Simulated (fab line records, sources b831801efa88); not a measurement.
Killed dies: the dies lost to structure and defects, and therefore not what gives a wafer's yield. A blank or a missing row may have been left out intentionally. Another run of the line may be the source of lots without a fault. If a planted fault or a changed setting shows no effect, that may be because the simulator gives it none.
fab line records ; flow sfqLine
record: lots: 6; wafers: 18; lastDay: 80
route steps=325 shown M4@162 I4@163
lots with no fault: from the same line, run without faults
startH: hours from the record's first day to the start of the lot's first wafer shown ; waitH: how many hours have passed since the lot's step before this one ; " the same as in the row above ; L1.1+2: a row that stands for several wafers ; - no value, or no start given ; * or withheld: withheld ; < > ~ a bound
route shown NAME@n: names a module that has steps shown in the file, with the first one's number in the route ; usual: the fault-free wafers' mean and standard deviation ; same: alike in all rows ; chamber/n: place in a boat ; sites: the reading at each site ; _std_site: the standard deviation of these ; _edge_site: inner sites' mean taken away from outer sites' mean ; radiusMm: how far each site lies from the wafer's centre ; mask NAME#n: copy n ; behind: the last tool/chamber to shape the wafer ; hold: reason for holding the lot/hours on hold/outcome of the hold ; device: the n, p or np transistor that did not switch ; end of line: tests run on the same wafers once the route is complete ; a step with no rows: only its recipe ; killed: not the wafer's yield, but the dies lost to structure and defects at the first sort ; map: dies across one wafer; x = killed, . = not, _ = none there
set.NAME: the setting the step ran with; set.NAME@STEP: the setting that earlier step ran with ; model.NAME: the simulator's own value behind a step, which no gauge read
lots seen at some steps along the route; tables by step, rows by wafer
services: the hour from which a tool's chamber was out of use, counted from the record's first day as startH (under 0 if before that day), plus the number of hours and why
== steps ==
step: SFQ_TRILAYER_M4_STRIP_SOLV_CLEAN_098
recipe: chemistry: NMP; tempC: 70; timeS: 600
step: SFQ_TRILAYER_I4_DEP_PECVD_099
recipe: material: SiO2; tempC: 150; timeS: 111.11; pressureTorr: 2.4; rfW: 183.3; precursor: SiH4/N2O; targetThkNm: 500
usual: heaterPowerW: 83/14; susceptorTempC: 150.00/0.16; throttleValvePct: 24.7/1.1
lot.wafer;tool;chamber;startH;waitH;heaterPowerW;susceptorTempC;throttleValvePct
L446.2;pecvd-03;2;815.15;0.0;99;150.12;25.8
L446.5;pecvd-03;0;815.15;0.0;99;150.02;23.8
L446.6;pecvd-03;2;815.15;0.0;103;150.09;25.8
L453.2;pecvd-01;0;872.82;0.0;78;149.96;24.1
L453.4;pecvd-01;2;872.82;0.0;81;149.89;24.5
L453.6;pecvd-01;0;872.82;0.0;83;150.04;24.3
L459.2;pecvd-04;0;904.43;0.0;80;150.07;26.2
L459.3;pecvd-04;1;904.43;0.0;101;149.80;24.9
L459.6;pecvd-04;1;904.43;0.0;104;149.77;24.9
L462.3;pecvd-01;0;924.63;0.0;82;149.84;24.3
L462.4;pecvd-01;1;924.63;0.0;67;149.85;23.4
L462.6;pecvd-01;2;924.63;0.0;69;149.90;24.5
L466.1;pecvd-04;2;953.53;0.0;72;150.21;22.5
L466.3;pecvd-04;1;953.53;0.0;110;150.14;21.9
L466.6;pecvd-04;0;953.53;0.0;87;150.00;22.7
L467.3;pecvd-03;0;955.93;0.0;100;149.91;23.7
L467.4;pecvd-03;0;955.93;0.0;99;149.94;23.7
L467.5;pecvd-03;1;955.93;0.0;83;149.85;26.2
step: SFQ_TRILAYER_I4_CMP_CMP_100
recipe: material: SiO2; downForcePsi: 3; platenRpm: 60; padVelocityMS: 0.94248
usual: motorCurrentA: 10.1/0.57; slurryFilterDpKPa: 13.50/0.13; slurryFlowMlMin: 150.0/0.46; timeToEndpointS: 214/11
lot.wafer;tool;chamber;startH;waitH;motorCurrentA;slurryFilterDpKPa;slurryFlowMlMin;timeToEndpointS
L446.2;cmp-02;3;872.01;56.8;9.6;13.45;150.7;198
L446.6;cmp-02;0;872.01;56.8;10.3;13.47;149.5;217
L446.5;cmp-02;1;872.01;56.8;10.1;13.47;150.4;220
L453.2;cmp-02;1;933.71;60.9;9.7;13.55;150.2;230
L453.4;cmp-02;3;934.71;61.8;10.1;13.46;149.7;218
L453.6;cmp-02;0;934.71;61.8;10.2;13.34;150.8;230
L459.3;cmp-02;2;968.70;64.2;9.5;13.51;150.2;209
L459.2;cmp-02;3;968.70;64.2;9.6;13.67;149.5;200
L459.6;cmp-02;0;968.70;64.2;9.7;13.60;149.9;225
L462.4;cmp-02;1;992.20;67.5;9.8;13.67;150.3;218
L462.3;cmp-02;2;992.20;67.5;9.4;13.42;150.6;213
L462.6;cmp-02;1;994.20;69.5;10.1;13.43;149.2;224
L466.1;cmp-02;2;1024.70;71.1;9.0;13.65;149.5;215
L466.3;cmp-02;0;1025.70;72.1;9.8;13.68;149.7;220
L466.6;cmp-02;3;1027.20;73.6;9.7;13.42;150.5;213
L467.3;cmp-02;1;1028.70;72.7;10.2;13.42;150.1;225
L467.4;cmp-02;2;1028.70;72.7;9.5;13.62;150.7;219
L467.5;cmp-02;0;1030.20;74.2;9.6;13.63;149.9;219
step: SFQ_I4_BOW_MEAS_927
recipe: mode: bow
usual: I4_BOW: 6/10
lot.wafer;tool;chamber;startH;waitH;I4_BOW[um]
L446.2;filmMetro-02;-;873.53;1.0;15
L446.5;filmMetro-02;-;873.53;1.0;-6
L446.6;filmMetro-02;-;873.53;1.0;-6
L453.2;filmMetro-02;-;936.23;2.0;32
L453.4;filmMetro-02;-;936.23;2.0;17
L453.6;filmMetro-02;-;936.23;2.0;19
L459.2;filmMetro-02;-;970.72;1.0;10
L459.3;filmMetro-02;-;970.72;1.0;15
L459.6;filmMetro-02;-;970.72;1.0;3
L462.3;filmMetro-02;-;994.74;1.5;2
L462.4;filmMetro-02;-;994.74;1.5;3
L462.6;filmMetro-02;-;994.74;1.5;15
L466.1;filmMetro-02;-;1027.70;2.5;14
L466.3;filmMetro-02;-;1027.70;2.5;11
L466.6;filmMetro-02;-;1027.70;2.5;3
L467.3;filmMetro-03;-;1030.74;1.5;5
L467.4;filmMetro-03;-;1030.74;1.5;-3
L467.5;filmMetro-03;-;1030.74;1.5;-1
step: SFQ_TRILAYER_I4_METRO_MEASURE_101
usual: thkNm: 200.1/1.5
lot.wafer;tool;chamber;startH;waitH;thkNm
L446.2;filmMetro-02;-;873.83;0.3;198.2
L446.5;filmMetro-02;-;873.83;0.3;202.5
L446.6;filmMetro-02;-;873.83;0.3;201.0
L453.2;filmMetro-02;-;936.53;0.3;200.9
L453.4;filmMetro-02;-;936.53;0.3;197.2
L453.6;filmMetro-02;-;936.53;0.3;198.9
L459.2;filmMetro-02;-;971.02;0.3;198.1
L459.3;filmMetro-02;-;971.02;0.3;199.3
L459.6;filmMetro-02;-;971.02;0.3;199.7
L462.3;filmMetro-02;-;995.22;0.5;200.2
L462.4;filmMetro-02;-;995.22;0.5;201.6
L462.6;filmMetro-02;-;995.22;0.5;201.6
L466.1;filmMetro-02;-;1027.82;0.1;200.3
L466.3;filmMetro-02;-;1027.82;0.1;201.3
L466.6;filmMetro-02;-;1027.82;0.1;199.6
L467.3;filmMetro-03;-;1031.22;0.5;201.5
L467.4;filmMetro-03;-;1031.22;0.5;199.2
L467.5;filmMetro-03;-;1031.22;0.5;201.4
step: SFQ_TRILAYER_I4_VIA_LITHO_COAT_108
recipe: resist: BARC; spinRpm: 3000; resistThkNm: 62
step: SFQ_TRILAYER_I4_VIA_LITHO_COAT_103
recipe: resist: KrF; spinRpm: 3000; resistThkNm: 650
step: SFQ_TRILAYER_I4_VIA_LITHO_SOFTBAKE_107
recipe: tempC: withheld; timeS: withheld; resist: KrF
step: SFQ_TRILAYER_I4_VIA_LITHO_EXPOSE_104
recipe: maskId: I4; na: 0.6; sourceShape: conventional; sigmaOuter: 0.65; targetCdNm: 700; doseMj: 21.3
step: SFQ_TRILAYER_I4_VIA_LITHO_PEB_106
recipe: pebTempC: 115; pebTimeS: 60; resist: KrF
step: SFQ_TRILAYER_I4_VIA_LITHO_DEVELOP_105
recipe: timeS: 60; resist: KrF
step: SFQ_I4_OVL_MEAS_928
usual: I4_OVL: -1/4.8
lot.wafer;tool;chamber;startH;waitH;I4_OVL[nm]
L446.2;overlay-01;-;954.33;0.1;-4
L446.5;overlay-01;-;954.33;0.1;-8
L446.6;overlay-01;-;954.33;0.1;-3
L453.2;overlay-02;-;1028.27;0.1;5
L453.4;overlay-02;-;1028.27;0.1;0
L453.6;overlay-02;-;1028.27;0.1;1
L459.2;overlay-01;-;1064.27;0.1;-2
L459.3;overlay-01;-;1064.27;0.1;-1
L459.6;overlay-01;-;1064.27;0.1;7
L462.3;overlay-02;-;1092.03;0.1;-3
L462.4;overlay-02;-;1092.03;0.1;-4
L462.6;overlay-02;-;1092.03;0.1;-10
L466.1;overlay-01;-;1145.32;0.1;-1
L466.3;overlay-01;-;1145.32;0.1;-15
L466.6;overlay-01;-;1145.32;0.1;1
L467.3;overlay-02;-;1152.53;0.1;9
L467.4;overlay-02;-;1152.53;0.1;-2
L467.5;overlay-02;-;1152.53;0.1;-1
step: SFQ_TRILAYER_I4_VIA_BARC_OPEN_VIA_ETCH_146
recipe: maskMaterial: PR; chemistry: O2; targetDepthNm: 125; target: BARC; sourceW: 500; biasW: 80; pressureMtorr: 30; timeS: 41.7
usual: chamberPressureMTorr: 30.000/0.027; drypumpMotorCurrentA: 5.6/0.38; oesProductAu: 0.685/0.005
lot.wafer;tool;chamber;startH;waitH;chamberPressureMTorr;drypumpMotorCurrentA;oesProductAu;rfHoursCounterH;model.KrF_of_TRILAYER_I4_VIA_LITHO_COAT_103.thkNm
L446.2;rieDiel-03;0;954.36;0.0;29.992;4.8;0.687;12;568.4
L446.5;rieDiel-03;3;954.36;0.0;29.988;5.9;0.684;-;567.5
L446.6;rieDiel-03;0;954.36;0.0;30.075;4.8;0.693;-;569.7
L453.2;rieDiel-01;0;1028.30;0.0;29.946;5.6;0.684;20;574.8
L453.4;rieDiel-01;3;1028.30;0.0;29.940;6.2;0.692;-;574.1
L453.6;rieDiel-01;1;1028.30;0.0;29.942;5.8;0.681;-;569.8
L459.2;rieDiel-01;2;1064.30;0.0;29.994;5.8;0.691;0;587.2
L459.3;rieDiel-01;0;1064.30;0.0;29.982;5.6;0.677;0;588.8
L459.6;rieDiel-01;2;1064.30;0.0;30.006;5.8;0.699;-;586
L462.3;rieDiel-01;3;1092.06;0.0;30.062;6.2;0.676;21;586.6
L462.4;rieDiel-01;0;1092.06;0.0;29.997;5.6;0.687;1;587.5
L462.6;rieDiel-01;1;1092.06;0.0;30.043;5.8;0.679;-;585.1
L466.1;rieDiel-03;0;1145.36;0.0;29.971;4.8;0.687;15;571.8
L466.3;rieDiel-03;1;1145.36;0.0;30.052;5.5;0.676;16;573.2
L466.6;rieDiel-03;3;1145.36;0.0;30.021;5.9;0.690;-;573.3
L467.3;rieDiel-02;2;1152.56;0.0;29.967;5.8;0.687;11;574.6
L467.4;rieDiel-02;3;1152.56;0.0;29.989;5.8;0.688;3;573.5
L467.5;rieDiel-02;3;1152.56;0.0;30.005;5.8;0.683;-;571.6
step: SFQ_TRILAYER_I4_VIA_ETCH_VIA_ETCH_106
recipe: target: SiO2; stopOn: Nb; maskMaterial: PR; taperDeg: 20; chemistry: CHF3; targetDepthNm: 260; sourceW: 500; biasW: 80; pressureMtorr: 30; timeS: withheld
usual: chamberPressureMTorr: 30.003/0.026; drypumpMotorCurrentA: 5.6/0.38; oesProductAu: 0.854/0.0054
lot.wafer;tool;chamber;startH;waitH;chamberPressureMTorr;drypumpMotorCurrentA;oesProductAu;model.KrF_of_TRILAYER_I4_VIA_LITHO_COAT_103.thkNm
L446.2;rieDiel-03;0;954.40;0.0;29.992;4.8;0.848;524.2
L446.5;rieDiel-03;3;954.40;0.0;30.041;5.9;0.864;522.2
L446.6;rieDiel-03;0;954.40;0.0;30.010;4.8;0.854;525
L453.2;rieDiel-01;0;1028.34;0.0;30.004;5.6;0.858;530.9
L453.4;rieDiel-01;3;1028.34;0.0;29.987;6.2;0.839;529.8
L453.6;rieDiel-01;1;1028.34;0.0;30.059;5.8;0.849;523.6
L459.2;rieDiel-01;2;1064.34;0.0;29.979;5.8;0.854;541.6
L459.3;rieDiel-01;0;1064.34;0.0;29.971;5.6;0.854;546.2
L459.6;rieDiel-01;2;1064.34;0.0;30.061;5.8;0.845;540
L462.3;rieDiel-01;3;1092.10;0.0;30.024;6.1;0.856;542.7
L462.4;rieDiel-01;0;1092.10;0.0;30.019;5.6;0.855;544.4
L462.6;rieDiel-01;1;1092.10;0.0;30.017;5.8;0.861;539.2
L466.1;rieDiel-03;0;1145.40;0.0;29.996;4.8;0.850;527.3
L466.3;rieDiel-03;1;1145.40;0.0;29.938;5.4;0.852;529
L466.6;rieDiel-03;3;1145.40;0.0;30.005;5.9;0.863;528.4
L467.3;rieDiel-02;2;1152.60;0.0;29.965;5.8;0.862;532.2
L467.4;rieDiel-02;3;1152.60;0.0;30.003;5.8;0.854;528.7
L467.5;rieDiel-02;3;1152.60;0.0;30.018;5.8;0.856;526.6
step: SFQ_TRILAYER_I4_VIA_STRIP_STRIP_107
recipe: gas: O2; powerW: 200; platenTempC: 40; overashFraction: 0.65; chemistry: O2; pressureMtorr: 50
usual: chamberPressureMTorr: 50.00/0.044; drypumpMotorCurrentA: 5.3/0.41; heBacksideLeakSccm: 3.5/0.36; oesProductAu: 1.011/0.012
lot.wafer;tool;chamber;startH;waitH;chamberPressureMTorr;drypumpMotorCurrentA;heBacksideLeakSccm;oesProductAu;rfHoursCounterH
L446.2;rieMetal-04;0;954.51;-;50.03;5.1;3.2;1.026;100
L446.5;rieMetal-04;0;954.51;-;50.05;5.1;3.3;1.027;-
L446.6;rieMetal-04;1;954.51;-;50.03;4.9;3.7;1.011;-
L453.2;rieMetal-02;0;1028.45;-;50.00;5.8;3.4;1.005;27
L453.4;rieMetal-02;0;1028.45;-;50.08;5.8;3.3;1.010;-
L453.6;rieMetal-02;0;1028.45;-;49.99;5.7;3.4;1.006;-
L459.2;rieMetal-02;1;1064.65;-;49.95;5.9;3.7;1.001;-
L459.3;rieMetal-02;1;1064.65;-;49.99;5.9;3.5;1.008;-
L459.6;rieMetal-02;1;1064.65;-;50.02;5.9;3.5;1.007;-
L462.3;rieMetal-04;1;1092.41;-;49.95;4.9;3.7;1.016;-
L462.4;rieMetal-04;0;1092.41;-;50.00;5.1;3.3;1.015;-
L462.6;rieMetal-04;0;1092.41;-;50.03;5.1;3.4;1.024;-
L466.1;rieMetal-01;1;1145.51;-;50.08;5.2;3.8;1.030;142
L466.3;rieMetal-01;0;1145.51;-;50.00;5.0;3.3;1.010;-
L466.6;rieMetal-01;0;1145.51;-;50.03;5.1;3.7;1.004;-
L467.3;rieMetal-04;1;1152.91;-;50.05;4.8;3.7;1.006;-
L467.4;rieMetal-04;0;1152.91;-;50.01;5.1;3.4;1.014;-
L467.5;rieMetal-04;0;1152.91;-;50.04;5.1;3.4;1.013;-
== services ==
tool;chamber;startH;hours;kind
filmMetro-02;-;819.55;0.8;pm
rieDiel-03;-;829.15;1.7;repair
filmMetro-02;-;843.33;2.5;pm
cmp-02;-;865.47;1.1;repair
rieDiel-01;3;871.66;9.7;repair
rieDiel-03;-;873.87;0.5;repair
rieDiel-03;0;875.55;14.3;repair
filmMetro-02;-;881.53;0.9;pm
rieDiel-01;-;885.94;2.8;pm
rieMetal-04;-;888.16;1.4;pm
rieDiel-01;0;914.30;3.9;repair
rieDiel-03;1;917.63;6.1;repair
filmMetro-02;-;940.53;0.3;pm
cmp-02;-;1009.75;0.3;repair
filmMetro-02;-;1062.60;13.4;pm
filmMetro-02;-;1076.01;0.9;pm
cmp-02;-;1082.87;0.5;repair
cmp-02;-;1090.70;4.0;pm
rieDiel-01;1;1117.66;4.9;repair
cmp-02;-;1121.70;4.4;pm
filmMetro-02;-;1126.53;0.3;pm
cmp-02;-;1126.86;0.9;repair
rieDiel-03;2;1129.22;7.7;repair
rieDiel-03;-;1150.78;1.5;repair
== key ==
firstSign none at tools or gauges
modelEffect: step: SFQ_TRILAYER_I4_VIA_BARC_OPEN_VIA_ETCH_146; value: KrF_of_TRILAYER_I4_VIA_LITHO_COAT_103.thkNm; without: 572.7; struck: 586.9
modelEffect: step: SFQ_TRILAYER_I4_VIA_ETCH_VIA_ETCH_106; value: KrF_of_TRILAYER_I4_VIA_LITHO_COAT_103.thkNm; without: 528.3; struck: 542.4
metAt SFQ_TRILAYER_I4_VIA_BARC_OPEN_VIA_ETCH_146
struckWafers L459.2,L459.3,L459.6,L462.3,L462.4,L462.6
onsetBetween 1028.30 1064.30
fault: kind: processParameterDrift; tool: rieDiel-01; chamber: -; onsetH: 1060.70; steps: SFQ_TRILAYER_I4_VIA_BARC_OPEN_VIA_ETCH_146; channel: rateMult; offset: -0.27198; shape: step; endH: 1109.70
